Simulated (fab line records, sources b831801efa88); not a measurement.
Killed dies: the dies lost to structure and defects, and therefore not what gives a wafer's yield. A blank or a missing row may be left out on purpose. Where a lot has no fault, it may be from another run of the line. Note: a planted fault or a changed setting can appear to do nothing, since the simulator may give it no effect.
A lot that was struck, set against a sound lot    flow sky130    14 out of 708 route steps
Sound: wafers L535.2, L535.3, L535.5. Struck: wafers L542.1, L542.2, L542.3. The cause comes at the end.
For every step that has rows: the tool of each side, followed by ch and its chambers, followed by its first start. Under that, the readings that differ: sound wafers    struck wafers    difference of the means    sigmas: that difference in standard deviations of wafers without a fault.
alike: same words and numbers on both sides, and readings whose means sit less than 2 such deviations apart. not compared: any withheld reading, any reading some wafer has no value for, any bound like >300 that may hide the same value, and any number with overlapping values for which the record gives no deviation.
A row with sigmas, a row that says differs or no value, or rows on one side alone: a step with any of these is where the two part. Numbers that don't overlap but have no deviation are shown without sigmas and don't part them. A reading that every wafer of one side lacks parts them only if that side has two wafers or more.

first, 6 steps without rows for these wafers: SKY_PASSIVATION_HMDS_05 (prime time 60 s); SKY_PASSIVATION_COAT_06 (resist thk 3000 nm); SKY_PASSIVATION_SOFTBAKE_07; SKY_PASSIVATION_EXPOSE_08 (exposes mask NSM, target cd 3000 nm); SKY_PASSIVATION_PEB_09; SKY_PASSIVATION_DEVELOP_10 (develop time 60 s).
SKY_PASSIVATION_ETCH_11: etches the open film in CF4/O2, stops on AlCu, target depth 725 nm, time 161.1 s.
  sound on rie diel-02 ch 1,2,3, day 46 20:32; struck on rie diel-04 ch 0,1,3, day 47 16:08
  alike: drypump motor current A, oes product au, throttle valve pct
  not compared: rf hours counter h
SKY_PASSIVATION_STRIP_12: strips in O2/N2.
  sound on plasma asher-01 ch 1, day 46 20:38; struck on plasma asher-01 ch 0,1, day 47 16:15
  alike: drypump motor current A, oes product au, strip time to endpoint s
  not compared: rf hours counter h
then, 4 steps without rows for these wafers: SKY_PAD_OPEN_DEHYDRATE_00 (time 60 s); SKY_PAD_OPEN_HMDS_01 (prime time 60 s); SKY_PAD_OPEN_COAT_02 (resist thk 3000 nm); SKY_PAD_OPEN_SOFTBAKE_03.
SKY_PAD_OPEN_EXPOSE_04: exposes mask PDM, target cd 60000 nm.
  struck on iline stepper-02, day 48 02:23; sound on iline stepper-02 ch 0, day 47 06:39
  no value came back on the struck wafers for exposure dose mJ cm2, focus offset nm (nm); on the sound wafers exposure dose mJ cm2 reads 259.58 259.73 259.69
  alike: mask
after that, 1 step had no rows for these wafers: SKY_PAD_OPEN_PEB_05.

WHERE THEY PART
Only at SKY_PAD_OPEN_EXPOSE_04, within this record.

WHY: whatever the simulator had introduced
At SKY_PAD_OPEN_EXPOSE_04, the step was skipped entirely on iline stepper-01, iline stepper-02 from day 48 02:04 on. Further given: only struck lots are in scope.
